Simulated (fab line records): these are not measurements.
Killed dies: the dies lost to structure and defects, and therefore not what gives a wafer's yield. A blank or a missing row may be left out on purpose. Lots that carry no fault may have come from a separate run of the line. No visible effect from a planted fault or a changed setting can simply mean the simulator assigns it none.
Commonality check across tools	flow gf180mcu	Lots sampled 11, wafers sampled 33

THE REASON FOR OPENING IT
GF_PSD_RS_MEAS_14, reading NSD_RS: flagged on 2 of 11 lots. Wafers without a fault read 46.15 ohm/sq, standard deviation 0.085.
Rule: a lot gets a flag if all its wafers with a number sit over 4 standard deviations from that mean, or if no wafer of it has a number. All remaining lots are regarded as sound.

lot	measured	on	NSD_RS (ohm/sq), wafer by wafer	flag
L217	day 14 05:00	film-metro-02	45.98 46.11 46.06	
L218	day 14 11:19	film-metro-01	46.22 46.21 46.20	
L219	day 15 00:58	film-metro-04	46.16 46.08 46.10	
L225	day 16 23:30	film-metro-04	48.67 48.65 48.62	FLAGGED
L227	day 17 22:16	film-metro-04	48.66 48.67 48.69	FLAGGED
L230	day 18 15:56	film-metro-04	46.08 46.19 46.17	
L231	day 19 04:56	film-metro-04	46.18 46.07 46.18	
L232	day 19 13:31	film-metro-01	46.12 46.18 46.14	
L233	day 20 00:32	film-metro-02	46.10 46.08 46.18	
L238	day 21 13:16	film-metro-04	46.02 46.03 45.99	
L240	day 22 14:23	film-metro-04	46.26 46.06 46.20	
On average the flagged lots' numbers are 48.66 ohm/sq, which is +2.51 ohm/sq against the usual, or +30 standard deviations.

WHICH TOOL RAN EACH LOT
The record holds 3 process steps before the reading, out of a route of 602 steps. Cell contents, in order: the tool; ch with the chambers the sampled wafers went through; the start.
lot	flag	GF_VT_IMPLANT_STRIP_42	GF_NSD_IMPLANT_09	GF_NSD_STRIP_11
L217		plasma-asher-01 ch 0,1, day 7 13:59	implanter-03 ch 0, day 13 08:28	plasma-asher-01 ch 0,1, day 13 08:46
L218		plasma-asher-01 ch 0,1, day 7 18:09	implanter-03 ch 0, day 13 14:10	plasma-asher-01 ch 0,1, day 13 14:26
L219		plasma-asher-02 ch 0,1, day 8 03:46	implanter-01 ch 0, day 14 03:23	plasma-asher-01 ch 0,1, day 14 03:38
L225	FLAGGED	plasma-asher-03 ch 0,1, day 9 19:29	implanter-03 ch 0, day 16 00:14	plasma-asher-01 ch 0,1, day 16 00:32
L227	FLAGGED	plasma-asher-03 ch 0,1, day 10 11:44	implanter-03 ch 0, day 16 22:08	plasma-asher-02 ch 0,1, day 16 22:25
L230		plasma-asher-01 ch 0,1, day 11 02:59	implanter-02 ch 0, day 17 15:43	plasma-asher-02 ch 0,1, day 17 15:58
L231		plasma-asher-03 ch 0,1, day 11 11:51	implanter-02 ch 0, day 18 03:53	plasma-asher-03 ch 0,1, day 18 04:08
L232		plasma-asher-02 ch 1, day 11 20:12	implanter-01 ch 0, day 18 12:23	plasma-asher-03 ch 0, day 18 12:41
L233		plasma-asher-03 ch 0,1, day 12 00:56	implanter-01 ch 0, day 18 22:54	plasma-asher-03 ch 0,1, day 18 23:12
L238		plasma-asher-03 ch 0,1, day 13 09:52	implanter-03 ch 0, day 20 12:28	plasma-asher-01 ch 0,1, day 20 12:46
L240		plasma-asher-03 ch 0,1, day 14 07:03	implanter-01 ch 0, day 21 14:14	plasma-asher-01 ch 1, day 21 14:30
What the steps here do:
- GF_VT_IMPLANT_STRIP_42: strips in O2/N2.
- GF_NSD_IMPLANT_09
- GF_NSD_STRIP_11: strips in O2/N2.
- GF_PSD_RS_MEAS_14: measures by four-point-probe.

FLAGGED OVER TOTAL, TOOL BY TOOL (the gauges that took the reading come last)
step	tool	lots run	flagged	share of the flagged lots	sound lots run after its first flagged lot
GF_VT_IMPLANT_STRIP_42	plasma-asher-01	3	0	none	-
GF_VT_IMPLANT_STRIP_42	plasma-asher-02	2	0	none	-
GF_VT_IMPLANT_STRIP_42	plasma-asher-03	6	2	all	4 (L231,L233,L238,L240)
GF_NSD_IMPLANT_09	implanter-01	4	0	none	-
GF_NSD_IMPLANT_09	implanter-02	2	0	none	-
GF_NSD_IMPLANT_09	implanter-03	5	2	all	1 (L238)
GF_NSD_STRIP_11	plasma-asher-01	6	1	some	2 (L238,L240)
GF_NSD_STRIP_11	plasma-asher-02	2	1	some	1 (L230)
GF_NSD_STRIP_11	plasma-asher-03	3	0	none	-
GF_PSD_RS_MEAS_14	film-metro-01	2	0	none	-
GF_PSD_RS_MEAS_14	film-metro-02	2	0	none	-
GF_PSD_RS_MEAS_14	film-metro-04	7	2	all	4 (L230,L231,L238,L240)

WHAT IS ALLOWED BY THE TABLE
All flagged lots were run by 3 table rows, namely plasma-asher-03 at GF_VT_IMPLANT_STRIP_42, implanter-03 at GF_NSD_IMPLANT_09, film-metro-04 at GF_PSD_RS_MEAS_14.
- plasma-asher-03 at GF_VT_IMPLANT_STRIP_42: 2 of its 6 lots flagged. Sound lots ran on it after the first flagged one (L231, L233, L238, L240), which a lasting fault on the whole tool wouldn't allow.
- implanter-03 at GF_NSD_IMPLANT_09: 2 of its 5 lots flagged. Sound lots ran on it after the first flagged one (L238), which a lasting fault on the whole tool wouldn't allow. Its own readings lie more than 4 standard deviations out on every wafer of the flagged lots: dose-ions-cm2.
- film-metro-04 at GF_PSD_RS_MEAS_14: 2 of its 7 lots flagged. Sound lots ran on it after the first flagged one (L230, L231, L238, L240), which a lasting fault on the whole tool wouldn't allow.
None of the table's rows ran every flagged lot and, after the first, no sound lot.

WHAT THE SIMULATOR HAD PUT IN
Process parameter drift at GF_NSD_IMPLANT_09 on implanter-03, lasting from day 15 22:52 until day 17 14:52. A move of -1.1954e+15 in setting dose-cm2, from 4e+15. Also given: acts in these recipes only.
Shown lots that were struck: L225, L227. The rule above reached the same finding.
